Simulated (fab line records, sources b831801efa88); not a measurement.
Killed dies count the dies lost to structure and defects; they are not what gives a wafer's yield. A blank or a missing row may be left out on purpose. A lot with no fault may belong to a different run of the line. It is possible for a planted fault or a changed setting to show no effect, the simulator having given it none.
Commonality check across tools || flow sky130 || Sampled: 14 lots, 42 wafers

## THE REASON FOR OPENING IT
At SKY_GATE_OXIDE_OVL_MEAS_10 the reading GATE_OXIDE_OVL is flagged on 4 of 14 lots. Wafers without a fault read 0.7 nm, standard deviation 1.2.
Rule: a lot is flagged in two cases, either no wafer of it has a number, or all its wafers with numbers fall more than 4 standard deviations from that mean. As for the other lots, they are considered sound.

{"lot": "L164", "measured": "day 13 18:45", "on": "overlay-01", "GATE_OXIDE_OVL (nm), wafer by wafer": "0.7 1.1 -1.3", "flag": ""}
{"lot": "L166", "measured": "day 14 14:38", "on": "overlay-02", "GATE_OXIDE_OVL (nm), wafer by wafer": "2.3 0.4 1.9", "flag": ""}
{"lot": "L169", "measured": "day 15 14:22", "on": "overlay-02", "GATE_OXIDE_OVL (nm), wafer by wafer": "-0.2 0.1 0.7", "flag": ""}
{"lot": "L171", "measured": "day 16 02:10", "on": "overlay-02", "GATE_OXIDE_OVL (nm), wafer by wafer": "1.4 1.3 2.2", "flag": ""}
{"lot": "L172", "measured": "day 16 16:47", "on": "overlay-01", "GATE_OXIDE_OVL (nm), wafer by wafer": "0.1 0.3 0.1", "flag": ""}
{"lot": "L174", "measured": "day 17 07:32", "on": "overlay-02", "GATE_OXIDE_OVL (nm), wafer by wafer": "0.4 0.1 1.4", "flag": ""}
{"lot": "L176", "measured": "day 18 05:05", "on": "overlay-02", "GATE_OXIDE_OVL (nm), wafer by wafer": "1.1 2.4 0.1", "flag": ""}
{"lot": "L175", "measured": "day 18 05:22", "on": "overlay-01", "GATE_OXIDE_OVL (nm), wafer by wafer": "0.5 2.9 2.3", "flag": ""}
{"lot": "L179", "measured": "day 18 22:55", "on": "overlay-02", "GATE_OXIDE_OVL (nm), wafer by wafer": "2.2 0.5 0.0", "flag": ""}
{"lot": "L182", "measured": "day 20 06:40", "on": "overlay-01", "GATE_OXIDE_OVL (nm), wafer by wafer": "-103.2 -103.4 -103.2", "flag": "FLAGGED"}
{"lot": "L184", "measured": "day 20 21:47", "on": "overlay-01", "GATE_OXIDE_OVL (nm), wafer by wafer": "0.5 1.0 0.8", "flag": ""}
{"lot": "L185", "measured": "day 21 09:26", "on": "overlay-01", "GATE_OXIDE_OVL (nm), wafer by wafer": "-101.9 -102.3 -101.9", "flag": "FLAGGED"}
{"lot": "L187", "measured": "day 21 16:22", "on": "overlay-01", "GATE_OXIDE_OVL (nm), wafer by wafer": "-104.5 -104.9 -106.6", "flag": "FLAGGED"}
{"lot": "L186", "measured": "day 21 16:40", "on": "overlay-02", "GATE_OXIDE_OVL (nm), wafer by wafer": "-105.1 -103.8 -103.2", "flag": "FLAGGED"}
The numbers of the flagged lots are -103.7 nm on average: -104.4 nm against the usual, or -87 standard deviations.

## LOT BY LOT: THE TOOL USED
The record holds 1 process step before the reading, out of a route of 708 steps. Each cell gives the tool, then ch followed by the chambers the sampled wafers passed through, then the start.
{"lot": "L164", "flag": "", "SKY_GATE_OXIDE_EXPOSE_07": "iline_stepper-02 ch 0, day 13 06:01"}
{"lot": "L166", "flag": "", "SKY_GATE_OXIDE_EXPOSE_07": "iline_stepper-02 ch 0, day 14 01:52"}
{"lot": "L169", "flag": "", "SKY_GATE_OXIDE_EXPOSE_07": "iline_stepper-01 ch 0, day 15 01:28"}
{"lot": "L171", "flag": "", "SKY_GATE_OXIDE_EXPOSE_07": "iline_stepper-01 ch 0, day 15 13:32"}
{"lot": "L172", "flag": "", "SKY_GATE_OXIDE_EXPOSE_07": "iline_stepper-01 ch 0, day 16 03:08"}
{"lot": "L174", "flag": "", "SKY_GATE_OXIDE_EXPOSE_07": "iline_stepper-02 ch 0, day 16 17:28"}
{"lot": "L176", "flag": "", "SKY_GATE_OXIDE_EXPOSE_07": "iline_stepper-02 ch 0, day 17 14:18"}
{"lot": "L175", "flag": "", "SKY_GATE_OXIDE_EXPOSE_07": "iline_stepper-01 ch 0, day 17 14:32"}
{"lot": "L179", "flag": "", "SKY_GATE_OXIDE_EXPOSE_07": "iline_stepper-01 ch 0, day 18 08:40"}
{"lot": "L182", "flag": "FLAGGED", "SKY_GATE_OXIDE_EXPOSE_07": "iline_stepper-02 ch 0, day 19 15:35"}
{"lot": "L184", "flag": "", "SKY_GATE_OXIDE_EXPOSE_07": "iline_stepper-01 ch 0, day 20 06:40"}
{"lot": "L185", "flag": "FLAGGED", "SKY_GATE_OXIDE_EXPOSE_07": "iline_stepper-02 ch 0, day 20 18:01"}
{"lot": "L187", "flag": "FLAGGED", "SKY_GATE_OXIDE_EXPOSE_07": "iline_stepper-02 ch 0, day 21 01:06"}
{"lot": "L186", "flag": "FLAGGED", "SKY_GATE_OXIDE_EXPOSE_07": "iline_stepper-02 ch 0, day 21 01:27"}
These steps, and what they do:
- SKY_GATE_OXIDE_EXPOSE_07: exposes mask LVOM, target cd 600 nm.
- SKY_GATE_OXIDE_OVL_MEAS_10

## FLAGGED AGAINST TOTAL, ONE TOOL AT A TIME (gauges that did the reading follow at the end)
{"step": "SKY_GATE_OXIDE_EXPOSE_07", "tool": "iline_stepper-01", "lots run": 6, "flagged": 0, "share of the flagged lots": "none", "sound lots run after its first flagged lot": "-"}
{"step": "SKY_GATE_OXIDE_EXPOSE_07", "tool": "iline_stepper-02", "lots run": 8, "flagged": 4, "share of the flagged lots": "all", "sound lots run after its first flagged lot": 0}
{"step": "SKY_GATE_OXIDE_OVL_MEAS_10", "tool": "overlay-01", "lots run": 7, "flagged": 3, "share of the flagged lots": "some", "sound lots run after its first flagged lot": "1 (L184)"}
{"step": "SKY_GATE_OXIDE_OVL_MEAS_10", "tool": "overlay-02", "lots run": 7, "flagged": 1, "share of the flagged lots": "some", "sound lots run after its first flagged lot": 0}

## WHAT IS ALLOWED BY THE TABLE
All flagged lots share 1 row of the table, namely iline_stepper-02 at SKY_GATE_OXIDE_EXPOSE_07.
- iline_stepper-02 at SKY_GATE_OXIDE_EXPOSE_07: 4 of its 8 lots flagged. It ran its last sound lot, L176, at day 17 14:18 and its first flagged lot, L182, at day 19 15:35: a fault with its onset between the two fits.
Just one tool remains: iline_stepper-02 at SKY_GATE_OXIDE_EXPOSE_07.

## WHAT THE SIMULATOR HAD INSERTED
Scanner matching overlay: iline_stepper-02, from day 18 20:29 on, at SKY_GATE_OXIDE_EXPOSE_07. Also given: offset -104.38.
Shown lots that were struck: L182, L185, L187, L186. The rule above reached the same finding.
